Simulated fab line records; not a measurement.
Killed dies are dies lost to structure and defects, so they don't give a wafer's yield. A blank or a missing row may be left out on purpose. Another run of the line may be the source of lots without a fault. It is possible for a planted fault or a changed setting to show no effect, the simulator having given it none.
Matching of chambers | flow gf180mcu | 4 sister chambers for GF_PASSIVATION_ETCH_11 on rie-diel-01
The step etches the open film in CF4/O2, stops on TiN, target depth 1800 nm, time 400 s. 20 wafers are shown with their chamber, then 10 later ones without.

WAFERS WITH THEIR CHAMBER
wafer  | chamber | throttle-valve-pct (%) | oes-product-au (a.u.) | O2_flow_sccm (sccm)
L074.1 | 1       | 5.954                  | 0.956                 | 9.99
L074.2 | 3       | 5.953                  | 0.951                 | 10.00
L074.5 | 1       | 5.965                  | 0.960                 | 9.99
L076.1 | 2       | 5.964                  | 0.966                 | 10.03
L076.4 | 3       | 5.952                  | 0.968                 | 10.02
L076.5 | 0       | 5.957                  | 0.975                 | 10.02
L082.1 | 1       | 5.957                  | 0.959                 | 10.04
L082.5 | 1       | 5.959                  | 0.971                 | 10.02
L082.6 | 2       | 5.975                  | 0.972                 | 9.96
L084.2 | 1       | 5.951                  | 0.966                 | 10.05
L084.3 | 3       | 5.947                  | 0.949                 | 10.03
L084.4 | 2       | 5.954                  | 0.961                 | 10.04
L085.1 | 1       | 5.957                  | 0.949                 | 10.05
L085.3 | 2       | 5.964                  | 0.962                 | 10.00
L085.5 | 1       | 5.968                  | 0.977                 | 9.98
L087.1 | 0       | 5.952                  | 0.964                 | 10.00
L087.2 | 1       | 5.956                  | 0.958                 | 10.01
L087.3 | 3       | 5.945                  | 0.952                 | 9.98
L092.2 | 3       | 5.959                  | 0.949                 | 10.01
L092.5 | 1       | 5.974                  | 0.966                 | 10.01

SIGNATURES (means of the wafers above)
reading            | chamber 0 | chamber 1 | chamber 2 | chamber 3 | scatter within a chamber
throttle-valve-pct | 5.95450   | 5.96011   | 5.96425   | 5.95120   | 0.00703
oes-product-au     | 0.96950   | 0.96244   | 0.96525   | 0.95380   | 0.00776
O2_flow_sccm       | 10.0100   | 10.0156   | 10.0075   | 10.0080   | 0.0264
Rule: distance of a wafer from a chamber = root of the sum over the readings of ((wafer's reading minus chamber's mean) / reading's scatter) squared. If the next closest chamber is less than 2 further off than the closest, the wafer can't be placed; otherwise it belongs to the closest. How the scatter is found: for the shown wafers, subtract from each reading the mean of its chamber, square and add these, divide the total by (wafers less chambers), then take the root.

WAFERS WITH NO CHAMBER GIVEN
wafer  | throttle-valve-pct (%) | oes-product-au (a.u.) | O2_flow_sccm (sccm)
L092.6 | 5.961                  | 0.972                 | 9.99
L093.1 | 5.973                  | 0.944                 | 9.96
L093.2 | 5.950                  | 0.963                 | 9.99
L093.5 | 5.974                  | 0.970                 | 10.00
L095.2 | 5.961                  | 0.949                 | 10.04
L095.3 | 5.973                  | 0.961                 | 10.07
L095.5 | 5.961                  | 0.965                 | 10.01
L097.1 | 5.956                  | 0.967                 | 10.01
L097.2 | 5.957                  | 0.952                 | 9.99
L097.6 | 5.968                  | 0.971                 | 10.06

WHICH CHAMBER EACH ONE RAN IN
wafer  | from the rows above               | in truth
L092.6 | can't be placed: 2 or 0 or 1 or 3 | 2
L093.1 | can't be placed: 2 or 1 or 3 or 0 | 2
L093.2 | can't be placed: 0 or 3 or 1 or 2 | 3
L093.5 | can't be placed: 2 or 1 or 0      | 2
L095.2 | can't be placed: 3 or 1 or 2 or 0 | 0
L095.3 | can't be placed: 2 or 1 or 0 or 3 | 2
L095.5 | can't be placed: 1 or 2 or 0 or 3 | 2
L097.1 | can't be placed: 0 or 1 or 2 or 3 | 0
L097.2 | can't be placed: 3 or 1 or 2 or 0 | 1
L097.6 | can't be placed: 2 or 1 or 0 or 3 | 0
Correct placement for 0 of the 10. Can't be placed from these rows: 10 (the true chamber is among the candidates in 10). Wrongly placed: 0.
